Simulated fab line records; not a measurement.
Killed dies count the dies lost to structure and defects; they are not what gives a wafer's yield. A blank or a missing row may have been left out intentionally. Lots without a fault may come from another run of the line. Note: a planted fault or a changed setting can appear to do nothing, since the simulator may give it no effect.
What tool caused it?	flow gf180mcu	12 lots, 36 wafers sampled, at 5 steps of a route of 602

== WHAT THE GAUGES READ, wafer by wafer ==
GF_V3_BOW_MEAS_05.
lot	measured	on	V3_BOW (um)
L504	day 21 14:01	filmMetro-01	97 104 118
L507	day 22 11:04	filmMetro-03	112 112 113
L508	day 22 23:10	filmMetro-03	139 133 116
L509	day 23 04:41	filmMetro-01	100 104 113
L510	day 23 12:15	filmMetro-02	123 117 125
L512	day 24 09:13	filmMetro-01	128 120 125
L513	day 24 15:01	filmMetro-02	97 95 101
L515	day 25 12:52	filmMetro-03	107 106 122
L518	day 26 11:28	filmMetro-01	119 116 121
L519	day 26 18:24	filmMetro-03	114 118 119
L523	day 27 20:16	filmMetro-02	100 98 107
L525	day 28 12:23	filmMetro-02	115 115 119

GF_V3_THK_MEAS_25: measures by xrf.
lot	measured	on	V3_W_THK (nm)
L504	day 22 15:06	filmMetro-02	341 333 343
L507	day 23 11:07	filmMetro-03	333 336 334
L508	day 23 22:37	filmMetro-01	339 335 335
L509	day 24 04:35	filmMetro-03	346 344 344
L510	day 24 11:44	filmMetro-03	338 343 339
L512	day 25 07:37	filmMetro-03	342 348 345
L513	day 25 13:58	filmMetro-02	330 328 330
L515	day 26 11:19	filmMetro-02	340 337 326
L518	day 27 08:55	filmMetro-02	331 330 333
L519	day 27 15:34	filmMetro-02	332 334 339
L523	day 28 16:04	filmMetro-02	347 343 345
L525	day 29 09:02	filmMetro-02	343 348 351

== EACH LOT AND THE TOOL THAT RAN IT (in order: tool; ch and the chambers of the sampled wafers; start) ==
lot	GF_M3_STRIP_17	GF_V3_COAT_09	GF_V3_STRIP_18
L504	plasmaAsher-04 ch 0,1, day 21 12:53	lithoTrack-04 ch 0, day 22 02:00	plasmaAsher-02 ch 0, day 22 14:14
L507	plasmaAsher-01 ch 0,1, day 22 09:58	lithoTrack-04 ch 0, day 22 22:00	plasmaAsher-03 ch 0,1, day 23 10:07
L508	plasmaAsher-04 ch 0,1, day 22 22:04	lithoTrack-04 ch 0, day 23 10:00	plasmaAsher-04 ch 0,1, day 23 21:44
L509	plasmaAsher-04 ch 0,1, day 23 03:13	lithoTrack-01 ch 0, day 23 15:00	plasmaAsher-04 ch 0,1, day 24 03:41
L510	plasmaAsher-01 ch 0,1, day 23 11:01	lithoTrack-01 ch 0, day 23 23:00	plasmaAsher-04 ch 0,1, day 24 10:52
L512	plasmaAsher-02 ch 0,1, day 24 08:07	lithoTrack-01 ch 0, day 24 19:00	plasmaAsher-04 ch 0,1, day 25 06:46
L513	plasmaAsher-02 ch 0,1, day 24 13:44	lithoTrack-04 ch 0, day 25 02:00	plasmaAsher-03 ch 0,1, day 25 13:07
L515	plasmaAsher-02 ch 0,1, day 25 11:46	lithoTrack-04 ch 0, day 25 23:00	plasmaAsher-03 ch 0,1, day 26 10:25
L518	plasmaAsher-02 ch 0,1, day 26 10:19	lithoTrack-03 ch 0, day 26 21:00	plasmaAsher-02 ch 0,1, day 27 08:02
L519	plasmaAsher-02 ch 0,1, day 26 17:02	lithoTrack-04 ch 0, day 27 04:00	plasmaAsher-03 ch 0,1, day 27 14:41
L523	plasmaAsher-01 ch 0,1, day 27 19:11	lithoTrack-03 ch 0, day 28 05:00	plasmaAsher-04 ch 0,1, day 28 15:10
L525	plasmaAsher-02 ch 0,1, day 28 11:13	lithoTrack-01 ch 0, day 28 21:00	plasmaAsher-02 ch 0,1, day 29 08:10
- GF_M3_STRIP_17: strips in O2/N2.
- GF_V3_COAT_09: resist thk 1000 nm.
- GF_V3_STRIP_18: strips in O2/N2.

== AS READ BY THE TOOLS THEMSELVES (means over the sampled wafers that have a number; for cases with no such wafer, the mark the record gives instead) ==
GF_M3_STRIP_17.
lot	tool	drypumpMotorCurrentA (A)	heaterPowerW (W)	oesProductAu (a.u.)	stripTimeToEndpointS (s)
L504	plasmaAsher-04	6.0	324	0.562	7.91
L507	plasmaAsher-01	5.8	332	0.560	7.86
L508	plasmaAsher-04	6.0	323	0.557	7.87
L509	plasmaAsher-04	5.6	339	0.560	7.90
L510	plasmaAsher-01	5.8	332	0.557	7.92
L512	plasmaAsher-02	5.1	347	0.561	7.86
L513	plasmaAsher-02	5.2	335	0.556	7.84
L515	plasmaAsher-02	5.2	337	0.560	7.93
L518	plasmaAsher-02	5.1	350	0.550	7.82
L519	plasmaAsher-02	5.1	349	0.555	7.87
L523	plasmaAsher-01	5.8	333	0.552	7.82
L525	plasmaAsher-02	5.2	331	0.555	7.83

GF_V3_STRIP_18.
lot	tool	drypumpMotorCurrentA (A)	heaterPowerW (W)	oesProductAu (a.u.)
L504	plasmaAsher-02	5.3	320	0.591
L507	plasmaAsher-03	5.8	315	0.596
L508	plasmaAsher-04	5.7	333	0.591
L509	plasmaAsher-04	5.7	336	0.594
L510	plasmaAsher-04	5.7	335	0.590
L512	plasmaAsher-04	5.6	334	0.585
L513	plasmaAsher-03	6.0	303	0.592
L515	plasmaAsher-03	6.0	301	0.596
L518	plasmaAsher-02	5.2	333	0.593
L519	plasmaAsher-03	5.9	316	0.576
L523	plasmaAsher-04	6.0	327	0.595
L525	plasmaAsher-02	5.2	336	0.589

== THE ANSWER, worked out from the rows above alone ==
Rule: usual is defined by the lots themselves. Put in order of their means at a reading, lots are off if they are a third of the lots or fewer, leave a main group of 4 or more, and stand apart from it by a gap of 3 or more times the standard deviation of the main group's means; of several such gaps the widest counts. A main group is skipped when, at the precision printed for the reading in the tables above, its means are all equal. Also off: a lot with no number at a reading for which 4 or more lots have one. The other lots that the step has rows for count as sound. The gauges are gone through in route order, then the tools' own readings, and for those a lot's mean is taken as printed above. At the first step where some lot is off, the reading lying furthest off is the one used; lots without a number count as furthest.
None of the lots is off at any reading shown; this tells nothing.

== WHAT THE SIMULATOR HAD PUT IN ==
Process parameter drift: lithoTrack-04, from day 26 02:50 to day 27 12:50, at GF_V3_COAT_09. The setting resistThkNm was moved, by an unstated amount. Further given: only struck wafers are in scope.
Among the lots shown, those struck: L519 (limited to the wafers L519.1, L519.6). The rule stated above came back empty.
